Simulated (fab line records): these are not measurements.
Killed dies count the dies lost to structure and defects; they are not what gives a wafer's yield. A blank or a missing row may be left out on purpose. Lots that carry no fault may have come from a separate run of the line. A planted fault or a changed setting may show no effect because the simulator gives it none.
fab line records / flow sky130
[record] lots = 6 wafers = 18 last-day = 50
route steps=708 shown RES_XHIGH@336 SD_N@342 PAD_OPEN@708
lots that met no fault: taken from a fault-free run of the same line
start-h: hours from the record's first day to the start of the lot's first wafer shown / wait-h: hours since the lot's step before / " as in the row above / L1.1+2: one row covering several wafers at once / - no value, or no start was given / * or withheld: withheld / < > ~ a bound
route shown NAME@n: names a module that has steps shown in the file, with the first one's number in the route / usual: the fault-free wafers' mean and standard deviation / same: alike in all rows / chamber/n: place in a boat / sites: per-site readings / _std_site: the values' standard deviation / _edge_site: mean of outer sites minus mean of inner sites / radius-mm: for every site, how far away it sits from the centre of the wafer / mask NAME#n: copy n / behind: the last tool/chamber to shape the wafer / hold: reason for holding the lot/hours on hold/outcome of the hold / device: transistor that didn't switch, given as n, p or np / end of line: the same wafers' tests at the end of the route / a step with no rows: only its recipe / killed: dies lost to structure and defects at the first sort, not the wafer's yield / map: a wafer's dies, x killed, . not, _ none there
set.NAME: setting as actually run; set.NAME@STEP: the setting as run at that earlier step / model.NAME: the simulator's own value behind a step, which no gauge read
certain route steps with their lots: each step a table, each wafer a row
services: a tool's chamber out of use, with start hour (start-h, from the record's first day; less than 0 if before it), hours out, and reason
[[steps]]
[step SKY_RES_XHIGH_EXPOSE_04]
[recipe] mask-id = URPM na = 0.6 source-shape = conventional sigma-outer = 0.6 polarization = unpolarized target-cd-nm = 1270 dose-mj = 140
[step SKY_RES_XHIGH_PEB_05]
[recipe] temp-c = withheld time-s = * resist = NOVOLAK
[step SKY_RES_XHIGH_DEVELOP_06]
[recipe] resist = NOVOLAK developer = TMAH develop-time-s = 60 dev-temp-c = 23
[step SKY_RES_XHIGH_IMPLANT_07]
[recipe] species = BF2 energy-kev = 20 dose-cm2 = 3.552e+14 tilt-deg = 0
[step SKY_RES_XHIGH_STRIP_08]
[recipe] chemistry = O2/N2 power-w = 1400 pressure-mtorr = 1500 platen-temp-c = withheld o2-flow-sccm = 3000 n2-flow-sccm = 300 overash-fraction = 0.5
[usual] drypump-motor-current-A = 5.5/0.47 o2-flow-sccm = 3000/9.2 oes-product-au = 0.711/0.0045 strip-time-to-endpoint-s = 14.25/0.037
lot.wafer=L712.2 tool=plasma-asher-02 chamber=1 start-h=643.93 wait-h=0.1 drypump-motor-current-A=4.7 o2-flow-sccm=3002 oes-product-au=0.709 rf-hours-counter-h=98 strip-time-to-endpoint-s=14.26
lot.wafer=L712.3 tool=plasma-asher-02 chamber=1 start-h=643.93 wait-h=0.1 drypump-motor-current-A=4.7 o2-flow-sccm=2995 oes-product-au=0.712 rf-hours-counter-h=- strip-time-to-endpoint-s=14.26
lot.wafer=L712.4 tool=plasma-asher-02 chamber=0 start-h=643.93 wait-h=0.1 drypump-motor-current-A=5.8 o2-flow-sccm=3007 oes-product-au=0.715 rf-hours-counter-h=- strip-time-to-endpoint-s=14.20
lot.wafer=L718.1 tool=plasma-asher-04 chamber=0 start-h=695.10 wait-h=0.1 drypump-motor-current-A=5.6 o2-flow-sccm=2999 oes-product-au=0.708 rf-hours-counter-h=85 strip-time-to-endpoint-s=14.29
lot.wafer=L718.2 tool=plasma-asher-04 chamber=1 start-h=695.10 wait-h=0.1 drypump-motor-current-A=5.1 o2-flow-sccm=2991 oes-product-au=0.706 rf-hours-counter-h=85 strip-time-to-endpoint-s=14.26
lot.wafer=L718.3 tool=plasma-asher-04 chamber=0 start-h=695.10 wait-h=0.1 drypump-motor-current-A=5.6 o2-flow-sccm=2998 oes-product-au=0.711 rf-hours-counter-h=- strip-time-to-endpoint-s=14.23
lot.wafer=L719.1 tool=plasma-asher-04 chamber=1 start-h=696.52 wait-h=0.1 drypump-motor-current-A=5.1 o2-flow-sccm=3003 oes-product-au=0.712 rf-hours-counter-h=85 strip-time-to-endpoint-s=14.30
lot.wafer=L719.2 tool=plasma-asher-04 chamber=0 start-h=696.52 wait-h=0.1 drypump-motor-current-A=5.6 o2-flow-sccm=2988 oes-product-au=0.704 rf-hours-counter-h=85 strip-time-to-endpoint-s=14.28
lot.wafer=L719.4 tool=plasma-asher-04 chamber=0 start-h=696.52 wait-h=0.1 drypump-motor-current-A=5.6 o2-flow-sccm=2987 oes-product-au=0.708 rf-hours-counter-h=- strip-time-to-endpoint-s=14.32
lot.wafer=L723.1 tool=plasma-asher-02 chamber=0 start-h=727.54 wait-h=0.1 drypump-motor-current-A=5.8 o2-flow-sccm=2993 oes-product-au=0.710 rf-hours-counter-h=106 strip-time-to-endpoint-s=14.28
lot.wafer=L723.2 tool=plasma-asher-02 chamber=1 start-h=727.54 wait-h=0.1 drypump-motor-current-A=4.7 o2-flow-sccm=3014 oes-product-au=0.708 rf-hours-counter-h=106 strip-time-to-endpoint-s=14.23
lot.wafer=L723.3 tool=plasma-asher-02 chamber=1 start-h=727.54 wait-h=0.1 drypump-motor-current-A=4.7 o2-flow-sccm=3007 oes-product-au=0.711 rf-hours-counter-h=- strip-time-to-endpoint-s=14.26
lot.wafer=L729.1 tool=plasma-asher-03 chamber=0 start-h=778.04 wait-h=0.1 drypump-motor-current-A=6.0 o2-flow-sccm=2990 oes-product-au=0.707 rf-hours-counter-h=34 strip-time-to-endpoint-s=14.24
lot.wafer=L729.5 tool=plasma-asher-03 chamber=0 start-h=778.04 wait-h=0.1 drypump-motor-current-A=6.0 o2-flow-sccm=3004 oes-product-au=0.712 rf-hours-counter-h=- strip-time-to-endpoint-s=14.19
lot.wafer=L729.6 tool=plasma-asher-03 chamber=1 start-h=778.04 wait-h=0.1 drypump-motor-current-A=5.6 o2-flow-sccm=3019 oes-product-au=0.708 rf-hours-counter-h=- strip-time-to-endpoint-s=14.20
lot.wafer=L731.1 tool=plasma-asher-02 chamber=1 start-h=788.35 wait-h=0.1 drypump-motor-current-A=4.7 o2-flow-sccm=2998 oes-product-au=0.718 rf-hours-counter-h=4 strip-time-to-endpoint-s=14.25
lot.wafer=L731.4 tool=plasma-asher-02 chamber=0 start-h=788.35 wait-h=0.1 drypump-motor-current-A=5.8 o2-flow-sccm=3007 oes-product-au=0.721 rf-hours-counter-h=- strip-time-to-endpoint-s=14.25
lot.wafer=L731.5 tool=plasma-asher-02 chamber=1 start-h=788.35 wait-h=0.1 drypump-motor-current-A=4.7 o2-flow-sccm=3007 oes-product-au=0.703 rf-hours-counter-h=- strip-time-to-endpoint-s=14.28
[step SKY_RES_XHIGH_TW_MEAS_09]
[usual] RES_XHIGH_TW = 1626/13
lot.wafer=L712.2 tool=film-metro-01 chamber=- start-h=644.04 wait-h=0.1 RES_XHIGH_TW=1635
lot.wafer=L712.3 tool=film-metro-01 chamber=- start-h=644.04 wait-h=0.1 RES_XHIGH_TW=1644
lot.wafer=L712.4 tool=film-metro-01 chamber=- start-h=644.04 wait-h=0.1 RES_XHIGH_TW=1635
lot.wafer=L718.1 tool=film-metro-03 chamber=- start-h=695.20 wait-h=0.1 RES_XHIGH_TW=1608
lot.wafer=L718.2 tool=film-metro-03 chamber=- start-h=695.20 wait-h=0.1 RES_XHIGH_TW=1607
lot.wafer=L718.3 tool=film-metro-03 chamber=- start-h=695.20 wait-h=0.1 RES_XHIGH_TW=1612
lot.wafer=L719.1 tool=film-metro-02 chamber=- start-h=696.62 wait-h=0.1 RES_XHIGH_TW=1628
lot.wafer=L719.2 tool=film-metro-02 chamber=- start-h=696.62 wait-h=0.1 RES_XHIGH_TW=1631
lot.wafer=L719.4 tool=film-metro-02 chamber=- start-h=696.62 wait-h=0.1 RES_XHIGH_TW=1641
lot.wafer=L723.1 tool=film-metro-03 chamber=- start-h=727.64 wait-h=0.1 RES_XHIGH_TW=1624
lot.wafer=L723.2 tool=film-metro-03 chamber=- start-h=727.64 wait-h=0.1 RES_XHIGH_TW=1611
lot.wafer=L723.3 tool=film-metro-03 chamber=- start-h=727.64 wait-h=0.1 RES_XHIGH_TW=1619
lot.wafer=L729.1 tool=film-metro-01 chamber=- start-h=778.14 wait-h=0.1 RES_XHIGH_TW=1642
lot.wafer=L729.5 tool=film-metro-01 chamber=- start-h=778.14 wait-h=0.1 RES_XHIGH_TW=1645
lot.wafer=L729.6 tool=film-metro-01 chamber=- start-h=778.14 wait-h=0.1 RES_XHIGH_TW=1637
lot.wafer=L731.1 tool=film-metro-03 chamber=- start-h=788.45 wait-h=0.1 RES_XHIGH_TW=1614
lot.wafer=L731.4 tool=film-metro-03 chamber=- start-h=788.45 wait-h=0.1 RES_XHIGH_TW=1604
lot.wafer=L731.5 tool=film-metro-03 chamber=- start-h=788.45 wait-h=0.1 RES_XHIGH_TW=1611
[step SKY_SD_N_DEHYDRATE_00]
[recipe] temp-c = 200 time-s = 60
[step SKY_SD_N_HMDS_01]
[recipe] prime-time-s = 60 prime-temp-c = 120
[step SKY_SD_N_COAT_02]
[recipe] resist = NOVOLAK spin-rpm = 3000 resist-thk-nm = 1140
[step SKY_SD_N_SOFTBAKE_03]
[recipe] temp-c = 90 time-s = 60 resist = NOVOLAK
[step SKY_SD_N_EXPOSE_04]
[recipe] mask-id = NSDM na = 0.6 source-shape = conventional sigma-outer = 0.6 polarization = unpolarized target-cd-nm = 380 dose-mj = 141
[step SKY_SD_N_PEB_05]
[recipe] temp-c = withheld time-s = * resist = NOVOLAK
[step SKY_SD_N_DEVELOP_06]
[recipe] resist = NOVOLAK developer = TMAH develop-time-s = 60 dev-temp-c = 23
[usual] developer-temp-C = 23.01/0.11
lot.wafer=L712.2 tool=litho-track-04 chamber=0 start-h=671.82 wait-h=0.1 developer-temp-C=23.04
lot.wafer=L712.3 tool=litho-track-04 chamber=0 start-h=671.82 wait-h=0.1 developer-temp-C=23.07
lot.wafer=L712.4 tool=litho-track-04 chamber=0 start-h=671.82 wait-h=0.1 developer-temp-C=22.86
lot.wafer=L718.1 tool=litho-track-03 chamber=0 start-h=722.75 wait-h=0.1 developer-temp-C=23.12
lot.wafer=L718.2 tool=litho-track-03 chamber=0 start-h=722.75 wait-h=0.1 developer-temp-C=23.04
lot.wafer=L718.3 tool=litho-track-03 chamber=0 start-h=722.75 wait-h=0.1 developer-temp-C=23.18
lot.wafer=L719.1 tool=litho-track-04 chamber=0 start-h=723.99 wait-h=0.1 developer-temp-C=20.52
lot.wafer=L719.2 tool=litho-track-04 chamber=0 start-h=723.99 wait-h=0.1 developer-temp-C=20.70
lot.wafer=L719.4 tool=litho-track-04 chamber=0 start-h=723.99 wait-h=0.1 developer-temp-C=20.64
lot.wafer=L723.1 tool=litho-track-04 chamber=0 start-h=754.19 wait-h=0.1 developer-temp-C=20.80
lot.wafer=L723.2 tool=litho-track-04 chamber=0 start-h=754.19 wait-h=0.1 developer-temp-C=20.72
lot.wafer=L723.3 tool=litho-track-04 chamber=0 start-h=754.19 wait-h=0.1 developer-temp-C=20.69
lot.wafer=L729.1 tool=litho-track-01 chamber=0 start-h=804.19 wait-h=0.1 developer-temp-C=22.98
lot.wafer=L729.5 tool=litho-track-01 chamber=0 start-h=804.19 wait-h=0.1 developer-temp-C=23.10
lot.wafer=L729.6 tool=litho-track-01 chamber=0 start-h=804.19 wait-h=0.1 developer-temp-C=23.04
lot.wafer=L731.1 tool=litho-track-03 chamber=0 start-h=814.80 wait-h=0.1 developer-temp-C=22.96
lot.wafer=L731.4 tool=litho-track-03 chamber=0 start-h=814.80 wait-h=0.1 developer-temp-C=23.04
lot.wafer=L731.5 tool=litho-track-03 chamber=0 start-h=814.80 wait-h=0.1 developer-temp-C=23.00
[step SKY_SD_N_CD_MEAS_07]
[recipe] target-cd-nm = 380
[usual] cd-nm = 380.5/2.3
lot.wafer=L712.2 tool=cd-sem-02 chamber=- start-h=671.96 wait-h=0.1 cd-nm=381.6
lot.wafer=L712.3 tool=cd-sem-02 chamber=- start-h=671.96 wait-h=0.1 cd-nm=382.5
lot.wafer=L712.4 tool=cd-sem-02 chamber=- start-h=671.96 wait-h=0.1 cd-nm=382.4
lot.wafer=L718.1 tool=cd-sem-02 chamber=- start-h=722.90 wait-h=0.1 cd-nm=380.0
lot.wafer=L718.2 tool=cd-sem-02 chamber=- start-h=722.90 wait-h=0.1 cd-nm=381.7
lot.wafer=L718.3 tool=cd-sem-02 chamber=- start-h=722.90 wait-h=0.1 cd-nm=380.8
lot.wafer=L719.1 tool=cd-sem-02 chamber=- start-h=724.14 wait-h=0.1 cd-nm=386.6
lot.wafer=L719.2 tool=cd-sem-02 chamber=- start-h=724.14 wait-h=0.1 cd-nm=389.2
lot.wafer=L719.4 tool=cd-sem-02 chamber=- start-h=724.14 wait-h=0.1 cd-nm=388.0
lot.wafer=L723.1 tool=cd-sem-01 chamber=- start-h=754.34 wait-h=0.1 cd-nm=387.5
lot.wafer=L723.2 tool=cd-sem-01 chamber=- start-h=754.34 wait-h=0.1 cd-nm=387.3
lot.wafer=L723.3 tool=cd-sem-01 chamber=- start-h=754.34 wait-h=0.1 cd-nm=388.1
lot.wafer=L729.1 tool=cd-sem-01 chamber=- start-h=804.34 wait-h=0.1 cd-nm=381.6
lot.wafer=L729.5 tool=cd-sem-01 chamber=- start-h=804.34 wait-h=0.1 cd-nm=383.5
lot.wafer=L729.6 tool=cd-sem-01 chamber=- start-h=804.34 wait-h=0.1 cd-nm=379.8
lot.wafer=L731.1 tool=cd-sem-02 chamber=- start-h=814.95 wait-h=0.1 cd-nm=386.4
lot.wafer=L731.4 tool=cd-sem-02 chamber=- start-h=814.95 wait-h=0.1 cd-nm=385.1
lot.wafer=L731.5 tool=cd-sem-02 chamber=- start-h=814.95 wait-h=0.1 cd-nm=387.1
[step SKY_SD_N_OVL_MEAS_08]
[usual] SD_N_OVL = 0.5/1.3
lot.wafer=L712.2 tool=overlay-02 chamber=- start-h=672.07 wait-h=0.1 SD_N_OVL[nm]=-0.5
lot.wafer=L712.3 tool=overlay-02 chamber=- start-h=672.07 wait-h=0.1 SD_N_OVL[nm]=-1.1
lot.wafer=L712.4 tool=overlay-02 chamber=- start-h=672.07 wait-h=0.1 SD_N_OVL[nm]=1.7
lot.wafer=L718.1 tool=overlay-02 chamber=- start-h=723.02 wait-h=0.1 SD_N_OVL[nm]=2.7
lot.wafer=L718.2 tool=overlay-02 chamber=- start-h=723.02 wait-h=0.1 SD_N_OVL[nm]=2.8
lot.wafer=L718.3 tool=overlay-02 chamber=- start-h=723.02 wait-h=0.1 SD_N_OVL[nm]=2.3
lot.wafer=L719.1 tool=overlay-02 chamber=- start-h=724.26 wait-h=0.1 SD_N_OVL[nm]=-0.3
lot.wafer=L719.2 tool=overlay-02 chamber=- start-h=724.26 wait-h=0.1 SD_N_OVL[nm]=3.5
lot.wafer=L719.4 tool=overlay-02 chamber=- start-h=724.26 wait-h=0.1 SD_N_OVL[nm]=0.4
lot.wafer=L723.1 tool=overlay-01 chamber=- start-h=754.46 wait-h=0.1 SD_N_OVL[nm]=-1.7
lot.wafer=L723.2 tool=overlay-01 chamber=- start-h=754.46 wait-h=0.1 SD_N_OVL[nm]=-0.7
lot.wafer=L723.3 tool=overlay-01 chamber=- start-h=754.46 wait-h=0.1 SD_N_OVL[nm]=-1.4
lot.wafer=L729.1 tool=overlay-01 chamber=- start-h=804.46 wait-h=0.1 SD_N_OVL[nm]=-0.2
lot.wafer=L729.5 tool=overlay-01 chamber=- start-h=804.46 wait-h=0.1 SD_N_OVL[nm]=0.8
lot.wafer=L729.6 tool=overlay-01 chamber=- start-h=804.46 wait-h=0.1 SD_N_OVL[nm]=-0.4
lot.wafer=L731.1 tool=overlay-02 chamber=- start-h=815.07 wait-h=0.1 SD_N_OVL[nm]=-0.7
lot.wafer=L731.4 tool=overlay-02 chamber=- start-h=815.07 wait-h=0.1 SD_N_OVL[nm]=0.5
lot.wafer=L731.5 tool=overlay-02 chamber=- start-h=815.07 wait-h=0.1 SD_N_OVL[nm]=-1.6
[step SKY_PAD_OPEN_PROBE_99]
[usual] killed_at_M0_to_M3 = 44/7.1 killed_at_M4_up = 3.1/1.9 killed-at-contacts = 25/5.8 killed-at-front-end = 16/4.5 killed-at-other = 0.3/0.52 killed-dies = 88/9.1 killed-open = 48/6.8 killed-short = 39/5.8
[same] gross-dies = 492 killed-at-back-side = 0
lot.wafer=L712.2 tool=prober-02 chamber=- start-h=1097.52 wait-h=0.1 killed_at_M0_to_M3=54 killed_at_M4_up=7 killed-at-contacts=17 killed-at-front-end=7 killed-at-other=0 killed-dies=85 killed-open=46 killed-short=39
lot.wafer=L712.3 tool=prober-02 chamber=- start-h=1097.57 wait-h=0.2 killed_at_M0_to_M3=49 killed_at_M4_up=3 killed-at-contacts=22 killed-at-front-end=11 killed-at-other=1 killed-dies=86 killed-open=44 killed-short=42
lot.wafer=L712.4 tool=prober-02 chamber=- start-h=1097.62 wait-h=0.2 killed_at_M0_to_M3=49 killed_at_M4_up=4 killed-at-contacts=23 killed-at-front-end=16 killed-at-other=1 killed-dies=93 killed-open=50 killed-short=43
lot.wafer=L718.1 tool=prober-01 chamber=- start-h=1137.02 wait-h=0.1 killed_at_M0_to_M3=58 killed_at_M4_up=8 killed-at-contacts=32 killed-at-front-end=13 killed-at-other=0 killed-dies=111 killed-open=54 killed-short=57
lot.wafer=L718.2 tool=prober-01 chamber=- start-h=1137.07 wait-h=0.1 killed_at_M0_to_M3=59 killed_at_M4_up=4 killed-at-contacts=26 killed-at-front-end=14 killed-at-other=0 killed-dies=103 killed-open=51 killed-short=50
lot.wafer=L718.3 tool=prober-01 chamber=- start-h=1137.12 wait-h=0.2 killed_at_M0_to_M3=44 killed_at_M4_up=8 killed-at-contacts=18 killed-at-front-end=7 killed-at-other=0 killed-dies=77 killed-open=41 killed-short=35
// killed by level:class
L712.2 VIA1:geometric-particle:open=14 VIA2:geometric-particle:open=8 LI_CONTACT:geometric-particle:open=8 VIA1:geometric-particle:short=8 METAL1:geometric-particle:short=6 VIA3:geometric-particle:open=6 CONTACT:geometric-particle:open=5 METAL4:geometric-particle:short=5
L712.3 VIA1:geometric-particle:open=11 CONTACT:geometric-particle:open=8 VIA2:geometric-particle:open=7 METAL2:geometric-particle:short=7 METAL1:geometric-particle:short=6 LI_CONTACT:geometric-particle:open=5 CONTACT:geometric-particle:short=5 POLY_GATE:geometric-particle:short=4
L712.4 VIA2:geometric-particle:open=10 VIA1:geometric-particle:open=9 LI_CONTACT:geometric-particle:open=8 CONTACT:geometric-particle:open=8 METAL1:geometric-particle:short=8 VIA1:geometric-particle:short=8 FIELD_ISO:geometric-particle:short=6 VIA2:geometric-particle:short=4
L718.1 CONTACT:geometric-particle:open=15 METAL1:geometric-particle:short=10 VIA1:geometric-particle:open=9 METAL2:geometric-particle:short=8 CONTACT:geometric-particle:short=8 VIA2:geometric-particle:open=8 METAL4:geometric-particle:short=6 VIA3:geometric-particle:short=6
L718.2 VIA1:geometric-particle:open=15 CONTACT:geometric-particle:open=8 METAL3:geometric-particle:short=8 METAL2:geometric-particle:short=7 VIA3:geometric-particle:open=6 LOCAL_INTERCONNECT:geometric-particle:short=6 METAL1:geometric-particle:short=6 VIA1:geometric-particle:short=6
L718.3 VIA1:geometric-particle:open=10 VIA2:geometric-particle:open=8 VIA3:geometric-particle:open=7 METAL1:geometric-particle:short=5 METAL4:geometric-particle:short=5 LOCAL_INTERCONNECT:geometric-particle:short=4 LI_CONTACT:geometric-particle:open=4 METAL2:geometric-particle:short=4
[[services]]
tool=plasma-asher-03 chamber=- start-h=624.44 hours=0.9 kind=repair
tool=plasma-asher-04 chamber=- start-h=633.35 hours=1.0 kind=repair
tool=plasma-asher-04 chamber=- start-h=639.15 hours=8.6 kind=repair
tool=plasma-asher-03 chamber=- start-h=641.94 hours=2.8 kind=pm
tool=plasma-asher-04 chamber=- start-h=710.25 hours=3.0 kind=repair
tool=plasma-asher-02 chamber=- start-h=733.75 hours=9.0 kind=pm
tool=plasma-asher-02 chamber=0 start-h=733.75 hours=9.0 kind=vent-cycle
tool=plasma-asher-02 chamber=1 start-h=733.75 hours=9.0 kind=vent-cycle
tool=plasma-asher-02 chamber=0 start-h=742.75 hours=- kind=clean
tool=plasma-asher-02 chamber=1 start-h=742.75 hours=- kind=clean
[[key]]
[first-sign] step = SKY_SD_N_DEVELOP_06 reading = developer-temp-C direction = down sigmas = 22 usual = * struck = *
[effect] step = SKY_SD_N_CD_MEAS_07 reading = cd-nm direction = up sigmas = 3.1 usual = 380.5 struck = 387.8
met-at SKY_SD_N_DEVELOP_06
struck-wafers L719.1,L719.2,L719.4,L723.1,L723.2,L723.3
tester-left-out L719,L723
onset-between 671.82 723.99
[fault] kind = process-parameter-drift tool = litho-track-04 chamber = - onset-h = 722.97 steps = SKY_SD_N_DEVELOP_06 channel = dev-temp-c offset = * shape = step end-h = 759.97 acts-in = * stated = *
// tester-left-out: of these lots the tester's yield and bins aren't shown, on N5 and GAA mostly nor the transistor test; their killed dies are dies lost to structure and defects alone, not to doping, threshold or leakage, so they don't give the yield
